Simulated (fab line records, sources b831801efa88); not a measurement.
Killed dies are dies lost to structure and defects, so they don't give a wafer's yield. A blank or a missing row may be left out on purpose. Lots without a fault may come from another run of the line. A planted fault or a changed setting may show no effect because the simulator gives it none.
Which tool did it? | flow sky130 | 13 lots, 37 wafers sampled, at 4 steps of a route of 708

WHAT THE GAUGES READ, wafer by wafer
SKY_LDD_P_OVL_MEAS_08.
lot  | measured     | on         | LDD_P_OVL (nm)
L300 | day 19 10:47 | overlay-01 | -2.5 -1.5 -1.5
L301 | day 19 14:33 | overlay-01 | -0.6 -1.3 -1.3
L302 | day 20 05:35 | overlay-02 | 1.2 0.8 0.6
L303 | day 20 18:11 | overlay-01 | -1.1 -2.3 -1.8
L304 | day 20 21:20 | overlay-02 | 0.2 0.0 0.3
L305 | day 21 06:54 | overlay-02 | -1.9 -1.3 -1.7
L306 | day 21 17:38 | overlay-01 | -0.9 -1.6 -0.7
L308 | day 22 09:26 | overlay-01 | 1.4 0.8 1.3
L311 | day 23 20:05 | overlay-01 | -0.5 -1.0
L313 | day 24 09:28 | overlay-02 | -1.5 -1.7
L322 | day 27 11:20 | overlay-02 | -0.5 0.0 -1.5
L320 | day 27 12:14 | overlay-01 | -1.7 0.1 -0.6
L321 | day 27 12:36 | overlay-02 | 1.4 0.4 0.5

SKY_LDD_HVP_OVL_MEAS_07.
lot  | measured     | on         | LDD_HVP_OVL (nm)
L300 | day 22 00:16 | overlay-01 | -0.7 -1.6 -1.9
L301 | day 22 03:30 | overlay-01 | -0.7 -1.9 -2.1
L302 | day 22 18:44 | overlay-01 | -0.2 0.3 -0.3
L303 | day 23 07:22 | overlay-01 | -0.2 0.4 0.4
L304 | day 23 09:46 | overlay-01 | 2.9 0.9 2.9
L305 | day 23 18:52 | overlay-01 | -1.2 -1.3 -1.3
L306 | day 24 06:08 | overlay-02 | 1.9 2.2 1.5
L308 | day 24 21:22 | overlay-02 | 1.3 1.2 2.6
L311 | day 26 06:32 | overlay-01 | 0.9 1.1
L313 | day 26 20:07 | overlay-02 | 2.5 2.4
L322 | day 29 20:13 | overlay-01 | -2.6 -1.7 -1.1
L320 | day 29 20:31 | overlay-02 | 0.3 2.0 0.5
L321 | day 29 21:38 | overlay-01 | -0.2 0.2 -1.1

SKY_LDD_HVP_TW_MEAS_10.
lot  | measured     | on            | LDD_HVP_TW
L300 | day 22 00:34 | film_metro-04 | 451 450 448
L301 | day 22 03:48 | film_metro-02 | 457 457 459
L302 | day 22 19:01 | film_metro-03 | 458 456 455
L303 | day 23 07:39 | film_metro-03 | 452 453 457
L304 | day 23 10:04 | film_metro-02 | 458 456 456
L305 | day 23 19:09 | film_metro-04 | 449 449 449
L306 | day 24 06:25 | film_metro-03 | 456 458 454
L308 | day 24 21:39 | film_metro-03 | 456 457 456
L311 | day 26 06:50 | film_metro-04 | 477 454
L313 | day 26 20:26 | film_metro-04 | 448 474
L322 | day 29 20:30 | film_metro-03 | 458 459 457
L320 | day 29 20:48 | film_metro-02 | 458 460 458
L321 | day 29 21:55 | film_metro-03 | 457 452 457

WHICH TOOL RAN EACH LOT (tool, then ch and the chambers of the sampled wafers, then the start)
lot  | SKY_LDD_HVP_IMPLANT_08
L300 | implanter-02 ch 0, day 22 00:19
L301 | implanter-02 ch 0, day 22 03:35
L302 | implanter-02 ch 0, day 22 18:48
L303 | implanter-02 ch 0, day 23 07:24
L304 | implanter-03 ch 0, day 23 09:49
L305 | implanter-04 ch 0, day 23 18:54
L306 | implanter-04 ch 0, day 24 06:10
L308 | implanter-04 ch 0, day 24 21:24
L311 | implanter-03 ch 0, day 26 06:38
L313 | implanter-03 ch 0, day 26 20:11
L322 | implanter-03 ch 0, day 29 20:15
L320 | implanter-04 ch 0, day 29 20:33
L321 | implanter-03 ch 0, day 29 21:40
- SKY_LDD_HVP_IMPLANT_08

WHAT THE TOOLS THEMSELVES READ (means of the sampled wafers that have a number; where no wafer has one, the mark that the record gives instead)
SKY_LDD_HVP_IMPLANT_08.
lot  | tool         | beam_energy_keV | beam_on_s (s) | dose_ions_cm2 | faraday_current_uA
L300 | implanter-02 | 20.002          | 9.86          | 1.6972e+13    | 97.4
L301 | implanter-02 | 20.001          | 10.11         | 1.6991e+13    | 94.6
L302 | implanter-02 | 20.003          | 10.20         | 1.6998e+13    | 94.0
L303 | implanter-02 | 20.005          | 9.98          | 1.7011e+13    | 96.2
L304 | implanter-03 | 20.002          | 10.13         | 1.7002e+13    | 94.4
L305 | implanter-04 | 20.001          | 9.97          | 1.6994e+13    | 96.2
L306 | implanter-04 | 19.994          | 9.91          | 1.7002e+13    | 97.0
L308 | implanter-04 | 19.998          | 9.99          | 1.7004e+13    | 95.8
L311 | implanter-03 | 19.992          | 10.96         | 1.7000e+13    | 88.2
L313 | implanter-03 | 19.996          | 11.10         | 1.6997e+13    | 87.3
L322 | implanter-03 | 19.989          | 10.09         | 1.7009e+13    | 95.1
L320 | implanter-04 | 20.000          | 10.09         | 1.7021e+13    | 95.3
L321 | implanter-03 | 19.999          | 9.95          | 1.7000e+13    | 96.4

THE ANSWER, worked out from the rows above alone
Rule: what is usual is taken from the lots themselves. Put in order of their means at a reading, lots are off if they are a third of the lots or fewer, leave a main group of 4 or more, and stand apart from it by a gap of 3 or more times the standard deviation of the main group's means; of several such gaps the widest counts. A main group whose means are all the same, to the digits that the tables above print for the reading, isn't used. A lot without any number at a reading at which 4 lots or more have one is off too. The other lots that the step has rows for count as sound. The gauges are gone through in route order, then the tools' own readings, and for those a lot's mean is taken as printed above. The first step at which some lot is off is used, and at that step the reading that is off furthest; a lot without a number counts as furthest.
Off: L311, L313, at SKY_LDD_HVP_IMPLANT_08 (beam_on_s). The main group: mean 10.03 s, standard deviation 0.1.
A tool fits if, at that step or a process step before it, it ran every lot that is off, and no sound lot after the first of them. None of those tried fits.

WHAT THE SIMULATOR HAD PUT IN
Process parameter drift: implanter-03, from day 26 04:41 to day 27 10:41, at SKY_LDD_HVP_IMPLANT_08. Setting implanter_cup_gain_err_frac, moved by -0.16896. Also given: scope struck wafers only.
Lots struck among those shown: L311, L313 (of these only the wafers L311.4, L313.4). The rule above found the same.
